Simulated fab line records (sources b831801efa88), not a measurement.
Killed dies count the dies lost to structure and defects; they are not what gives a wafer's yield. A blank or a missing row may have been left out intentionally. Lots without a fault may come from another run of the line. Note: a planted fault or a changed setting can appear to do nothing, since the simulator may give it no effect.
A lot that was struck, set against a sound lot || flow sfqLine || 39 out of 325 route steps
Sound: these wafers, L359.2, L359.3, L359.6. Struck: wafer L366.3 (left out: L366.2, L366.4 of the same lot, which were not struck); the cause appears at the end.
For every step that has rows: the tool of each side, followed by ch and its chambers, followed by its first start. Under that, the readings that differ: sound wafers || struck wafers || difference of the means || sigmas: that difference in standard deviations of wafers without a fault.
alike: words and numbers the same on both sides, and readings whose means are apart by under 2 such deviations; not compared: readings that were withheld, readings missing a value for some wafer, numbers with overlapping values and no deviation given by the record, and bounds like >300 which may hide the same value.
The two part at a step that has a row with sigmas, a row that says differs or no value, or rows on one side only. Numbers that have no deviation but don't overlap get no sigmas and don't part them. Lack of a reading on every wafer of one side parts them only where that side has two or more wafers.

first, 6 steps without rows for these wafers: SFQ_TRILAYER_M0_LITHO_COAT_026 (resist thk 62 nm); SFQ_TRILAYER_M0_LITHO_COAT_021 (resist thk 600 nm); SFQ_TRILAYER_M0_LITHO_SOFTBAKE_025; SFQ_TRILAYER_M0_LITHO_EXPOSE_022 (exposes mask M0, target cd 500 nm); SFQ_TRILAYER_M0_LITHO_PEB_024 (peb time 62.16 s); SFQ_TRILAYER_M0_LITHO_DEVELOP_023 (time 60 s).
SFQ_M0_OVL_MEAS_906:
  sound: overlay-01 at day 8 10:50; struck: overlay-02 at day 10 15:38
{"reading": "M0_OVL (nm)", "sound": "4 1 -1", "struck": -12, "difference": -13, "sigmas": -2}
SFQ_TRILAYER_M0_BARC_OPEN_METAL_ETCH_031: etches BARC in O2, target depth 125 nm, time 41.7 s.
  sound on rieMetal-02 ch 0,1, day 8 10:52; struck on rieMetal-04 ch 0, day 10 15:40
  alike: chamberPressureMTorr, drypumpMotorCurrentA, oesProductAu
  not compared: rfHoursCounterH
then, 4 steps without rows for these wafers: SFQ_TRILAYER_M0_ETCH_METAL_ETCH_024 (etches Nb in Cl2/Ar, stops on SiO2, target depth 240 nm, time 120 s); SFQ_TRILAYER_M0_STRIP_STRIP_025 (strips in O2); SFQ_TRILAYER_M0_STRIP_SOLV_CLEAN_026 (cleans in NMP, time 600 s); SFQ_TRILAYER_I0_DEP_PECVD_027 (deposits SiO2 from SiH4/N2O, time 111.11 s, target thk 500 nm).
SFQ_TRILAYER_I0_CMP_CMP_028: polishes SiO2.
  sound on cmp-01 ch 0,1,3, day 8 13:23; struck on cmp-02 ch 2, day 10 17:32
{"reading": "motorCurrentA (A)", "sound": "11.1 10.0 11.1", "struck": 8.5, "difference": -2.2, "sigmas": -2}
{"reading": "timeToEndpointS (s)", "sound": "216 218 237", "struck": 199, "difference": -25, "sigmas": -3}
{"reading": "model.SiO2_of_TRILAYER_I0_DEP_PECVD_027.thkNm (nm)", "sound": "199.6 199 201", "struck": 219.8, "difference": "+19.9", "sigmas": ""}
SFQ_I0_BOW_MEAS_907:
  sound: filmMetro-04 at day 8 15:25; struck: filmMetro-03 at day 10 20:33
  alike: I0_BOW
SFQ_TRILAYER_I0_METRO_MEASURE_029:
  sound: filmMetro-04 at day 8 15:43; struck: filmMetro-03 at day 10 20:51
{"reading": "thkNm (nm)", "sound": "199.6 199.0 200.9", "struck": 219.8, "difference": "+20.0", "sigmas": "+17"}
then, 6 steps without rows for these wafers: SFQ_TRILAYER_I0_VIA_LITHO_COAT_036 (resist thk 62 nm); SFQ_TRILAYER_I0_VIA_LITHO_COAT_031 (resist thk 650 nm); SFQ_TRILAYER_I0_VIA_LITHO_SOFTBAKE_035; SFQ_TRILAYER_I0_VIA_LITHO_EXPOSE_032 (exposes mask I0, target cd 500 nm); SFQ_TRILAYER_I0_VIA_LITHO_PEB_034 (peb time 60 s); SFQ_TRILAYER_I0_VIA_LITHO_DEVELOP_033 (time 60 s).
-- the record jumps here: 5 days lie between the struck wafers' starts before and after --
SFQ_I0_OVL_MEAS_908:
  sound: overlay-01 at day 13 02:23; struck: overlay-02 at day 15 19:29
{"reading": "I0_OVL (nm)", "sound": "-8 -4 -12", "struck": 4, "difference": "+12", "sigmas": "+3"}
SFQ_TRILAYER_I0_VIA_BARC_OPEN_VIA_ETCH_046: etches BARC in O2, target depth 125 nm, time 41.7 s.
  sound on rieDiel-03 ch 1,2, day 13 02:25; struck on rieDiel-03 ch 0, day 15 19:31
  alike: chamberPressureMTorr, drypumpMotorCurrentA, oesProductAu
  not compared: rfHoursCounterH
SFQ_TRILAYER_I0_VIA_ETCH_VIA_ETCH_034: etches SiO2 in CHF3, stops on Nb, target depth 260 nm.
  sound on rieDiel-03 ch 1,2, day 13 02:28; struck on rieDiel-03 ch 0, day 15 19:33
{"reading": "oesProductAu (a.u.)", "sound": "0.851 0.860 0.857", "struck": 0.893, "difference": "+0.037", "sigmas": "+6"}
{"reading": "model.etch.depthNm (nm)", "sound": "199.6 199 201", "struck": 219.8, "difference": "+19.9", "sigmas": ""}
{"reading": "model.I0.featureDepthNm (nm)", "sound": "199.6 199 201", "struck": 219.8, "difference": "+19.9", "sigmas": ""}
  alike: chamberPressureMTorr, drypumpMotorCurrentA
SFQ_TRILAYER_I0_VIA_STRIP_STRIP_035: strips in O2.
  sound on rieMetal-03 ch 1, day 13 02:34; struck on rieMetal-02 ch 1, day 15 19:40
{"reading": "drypumpMotorCurrentA (A)", "sound": "6.2 6.2 6.2", "struck": 4.8, "difference": -1.4, "sigmas": -3}
  alike: chamberPressureMTorr, oesProductAu
  not compared: rfHoursCounterH
then, 2 steps without rows for these wafers: SFQ_TRILAYER_I0_VIA_STRIP_SOLV_CLEAN_036 (cleans in NMP, time 600 s); SFQ_TRILAYER_M1_DEP_PRE_CLEAN_038 (time 22.5 s).
SFQ_TRILAYER_M1_DEP_SPUTTER_037: material Nb, target thk 200 nm, time 133.3 s.
  sound: pvdSputter-05 at day 13 03:25; struck: pvdSputter-06 at day 15 20:28
  alike: throttleValvePct
SFQ_M1_RS_MEAS_909: measurement is done with a four-point probe.
  sound: filmMetro-02 at day 13 03:31; struck: filmMetro-02 at day 15 20:35
  alike: M1_NB_RS
then, 6 steps without rows for these wafers: SFQ_TRILAYER_M1_LITHO_COAT_044 (resist thk 62 nm); SFQ_TRILAYER_M1_LITHO_COAT_039 (resist thk 600 nm); SFQ_TRILAYER_M1_LITHO_SOFTBAKE_043; SFQ_TRILAYER_M1_LITHO_EXPOSE_040 (exposes mask M1, target cd 500 nm); SFQ_TRILAYER_M1_LITHO_PEB_042 (peb time 60 s); SFQ_TRILAYER_M1_LITHO_DEVELOP_041 (time 60 s).
-- the record jumps here: 6 days lie between the struck wafers' starts before and after --
SFQ_M1_OVL_MEAS_911:
  sound: overlay-02 at day 18 00:25; struck: overlay-02 at day 21 12:03
  alike: M1_OVL
then, 1 step without rows for these wafers: SFQ_TRILAYER_M1_BARC_OPEN_METAL_ETCH_054 (etches BARC in O2, target depth 125 nm, time 41.7 s).
SFQ_TRILAYER_M1_ETCH_METAL_ETCH_042: etches Nb in Cl2/Ar, stops on SiO2, target depth 240 nm, time 120 s.
  sound on rieMetal-02 ch 1, day 18 00:31; struck on rieMetal-03 ch 1, day 21 12:08
{"reading": "drypumpMotorCurrentA (A)", "sound": "4.8 4.8 4.8", "struck": 6.2, "difference": "+1.4", "sigmas": "+3"}
{"reading": "model.SiO2_of_TRILAYER_I0_DEP_PECVD_027.thkNm (nm)", "sound": "191.3 190.8 192.7", "struck": 211.5, "difference": "+19.9", "sigmas": ""}
  alike: chamberPressureMTorr, oesProductAu
  not compared: rfHoursCounterH
SFQ_TRILAYER_M1_STRIP_STRIP_043: strips in O2.
  sound on rieMetal-02 ch 1, day 18 00:38; struck on rieMetal-03 ch 1, day 21 12:16
{"reading": "drypumpMotorCurrentA (A)", "sound": "4.8 4.8 4.9", "struck": 6.2, "difference": "+1.4", "sigmas": "+3"}
  alike: chamberPressureMTorr, oesProductAu
  not compared: rfHoursCounterH

== WHERE THEY PART ==
Last at SFQ_TRILAYER_M1_STRIP_STRIP_043 as far as this record goes, first at SFQ_M0_OVL_MEAS_906.

WHY: what had been put in by the simulator
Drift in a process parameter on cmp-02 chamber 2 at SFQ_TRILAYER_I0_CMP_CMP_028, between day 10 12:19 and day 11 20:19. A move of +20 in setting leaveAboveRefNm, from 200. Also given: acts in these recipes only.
